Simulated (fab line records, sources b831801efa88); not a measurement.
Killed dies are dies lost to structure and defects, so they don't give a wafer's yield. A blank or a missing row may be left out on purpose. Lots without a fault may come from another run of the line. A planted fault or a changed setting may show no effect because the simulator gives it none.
Which tool did it? | flow gf180mcu | 12 lots, 36 wafers sampled, at 5 steps of a route of 602

WHAT THE GAUGES READ, wafer by wafer
GF_V4_RS_MEAS_24: measures by four-point-probe.
lot  | measured     | on            | V4_W_RS (ohm/sq)
L531 | day 24 17:07 | film_metro-03 | 0.336 0.335 0.335
L532 | day 24 18:46 | film_metro-03 | 0.325 0.326 0.328
L533 | day 25 14:42 | film_metro-01 | 0.325 0.329 0.332
L534 | day 25 15:31 | film_metro-03 | 0.330 0.332 0.331
L536 | day 26 03:02 | film_metro-02 | 0.333 0.337 0.329
L540 | day 27 15:01 | film_metro-01 | 0.328 0.328 0.327
L541 | day 27 18:45 | film_metro-01 | 0.330 0.332 0.327
L542 | day 28 10:14 | film_metro-03 | 0.324 0.324 0.325
L547 | day 29 13:10 | film_metro-01 | 0.324 0.321 0.324
L550 | day 30 07:36 | film_metro-03 | 0.327 0.331 0.333
L553 | day 31 02:01 | film_metro-02 | 0.332 0.331 0.334
L554 | day 31 19:50 | film_metro-01 | 0.336 0.337 0.335

GF_M5_OVL_MEAS_08.
lot  | measured     | on         | M5_OVL (nm)
L531 | day 26 12:38 | overlay-01 | 13 12 4
L532 | day 26 14:23 | overlay-01 | -2 2 3
L533 | day 27 09:53 | overlay-02 | -6 0 -9
L534 | day 27 10:32 | overlay-01 | -3 -4 -7
L536 | day 27 20:31 | overlay-02 | -6 -4 -4
L540 | day 29 07:35 | overlay-02 | -7 -1 0
L541 | day 29 11:20 | overlay-02 | 0 3 -1
L542 | day 30 01:26 | overlay-01 | -2 -9 -1
L547 | day 31 02:39 | overlay-01 | -12 -9 -3
L550 | day 31 21:40 | overlay-01 | -3 -5 -8
L553 | day 32 12:33 | overlay-01 | -4 -2 3
L554 | day 33 06:23 | overlay-02 | 3 4 7

GF_PASSIVATION_THK_MEAS_01.
lot  | measured     | on            | PASSIVATION_CVD_00_THK (nm)
L531 | day 28 09:50 | film_metro-02 | 1002 982 997
L532 | day 28 11:22 | film_metro-02 | 991 1003 1003
L533 | day 29 03:52 | film_metro-03 | 984 1003 994
L534 | day 29 04:44 | film_metro-01 | 1016 1022 1002
L536 | day 29 16:17 | film_metro-03 | 988 1006 1020
L540 | day 31 00:10 | film_metro-03 | 992 995 1005
L541 | day 31 05:37 | film_metro-02 | 996 982 1012
L542 | day 31 16:54 | film_metro-03 | 982 999 987
L547 | day 32 17:12 | film_metro-03 | 995 988 980
L550 | day 33 11:23 | film_metro-02 | 1401 995 1422 1399 995 1423
L553 | day 33 23:21 | film_metro-02 | 986 1403 1403 986 1404 1403
L554 | day 34 16:38 | film_metro-01 | 988 977 1002

WHICH TOOL RAN EACH LOT (tool, then ch and the chambers of the sampled wafers, then the start)
lot  | GF_MIM_SPUTTER_02            | GF_PASSIVATION_CVD_00
L531 | pvd_sputter-01, day 24 17:44 | pecvd-03 ch 1,2, day 28 09:46
L532 | pvd_sputter-02, day 24 19:22 | pecvd-03 ch 0,1, day 28 11:17
L533 | pvd_sputter-02, day 25 15:19 | pecvd-01 ch 0,2, day 29 03:47
L534 | pvd_sputter-02, day 25 16:06 | pecvd-01 ch 0,2, day 29 04:39
L536 | pvd_sputter-02, day 26 03:37 | pecvd-02 ch 0,1,2, day 29 16:11
L540 | pvd_sputter-04, day 27 15:36 | pecvd-01 ch 0,1, day 31 00:04
L541 | pvd_sputter-02, day 27 19:22 | pecvd-01 ch 1,2, day 31 05:32
L542 | pvd_sputter-04, day 28 10:51 | pecvd-01 ch 0,1, day 31 16:49
L547 | pvd_sputter-02, day 29 13:46 | pecvd-01 ch 0,1,2, day 32 17:07
L550 | pvd_sputter-01, day 30 08:43 | pecvd-01 ch 0,1,2, day 33 11:18
L553 | pvd_sputter-01, day 31 02:35 | pecvd-01 ch 0,1,2, day 33 23:15
L554 | pvd_sputter-01, day 31 21:53 | pecvd-03 ch 0,1, day 34 16:34
- GF_MIM_SPUTTER_02: material AlCu, target thk 450 nm, time 23.9 s.
- GF_PASSIVATION_CVD_00: deposits SiO2 from TEOS, target thk 1000 nm, time 111.95 s.

WHAT THE TOOLS THEMSELVES READ (means of the sampled wafers that have a number; where no wafer has one, the mark that the record gives instead)
GF_MIM_SPUTTER_02.
lot  | tool           | throttle_valve_pct (%)
L531 | pvd_sputter-01 | 30.0
L532 | pvd_sputter-02 | 29.2
L533 | pvd_sputter-02 | 29.8
L534 | pvd_sputter-02 | 30.3
L536 | pvd_sputter-02 | 29.8
L540 | pvd_sputter-04 | 31.1
L541 | pvd_sputter-02 | 30.6
L542 | pvd_sputter-04 | 30.2
L547 | pvd_sputter-02 | 29.8
L550 | pvd_sputter-01 | 30.1
L553 | pvd_sputter-01 | 30.0
L554 | pvd_sputter-01 | 29.8

GF_PASSIVATION_CVD_00.
lot  | tool     | heater_power_w (W)
L531 | pecvd-03 | 749
L532 | pecvd-03 | 600
L533 | pecvd-01 | 710
L534 | pecvd-01 | 705
L536 | pecvd-02 | 653
L540 | pecvd-01 | 611
L541 | pecvd-01 | 534
L542 | pecvd-01 | 614
L547 | pecvd-01 | 650
L550 | pecvd-01 | 618
L553 | pecvd-01 | 620
L554 | pecvd-03 | 599

THE ANSWER, worked out from the rows above alone
Rule: what is usual is taken from the lots themselves. Put in order of their means at a reading, lots are off if they are a third of the lots or fewer, leave a main group of 4 or more, and stand apart from it by a gap of 3 or more times the standard deviation of the main group's means; of several such gaps the widest counts. A main group whose means are all the same, to the digits that the tables above print for the reading, isn't used. A lot without any number at a reading at which 4 lots or more have one is off too. The other lots that the step has rows for count as sound. The gauges are gone through in route order, then the tools' own readings, and for those a lot's mean is taken as printed above. The first step at which some lot is off is used, and at that step the reading that is off furthest; a lot without a number counts as furthest.
Off: L550, L553, at GF_PASSIVATION_THK_MEAS_01 (PASSIVATION_CVD_00_THK). The main group: mean 996 nm, standard deviation 7.5.
A tool fits if, at a process step before that reading, it ran every lot that is off, and no sound lot after the first of them. The gauges at GF_PASSIVATION_THK_MEAS_01 are tried like those tools. Can't be told from this: 2 tools fit, pecvd-01 at GF_PASSIVATION_CVD_00, film_metro-02 at GF_PASSIVATION_THK_MEAS_01.

WHAT THE SIMULATOR HAD PUT IN
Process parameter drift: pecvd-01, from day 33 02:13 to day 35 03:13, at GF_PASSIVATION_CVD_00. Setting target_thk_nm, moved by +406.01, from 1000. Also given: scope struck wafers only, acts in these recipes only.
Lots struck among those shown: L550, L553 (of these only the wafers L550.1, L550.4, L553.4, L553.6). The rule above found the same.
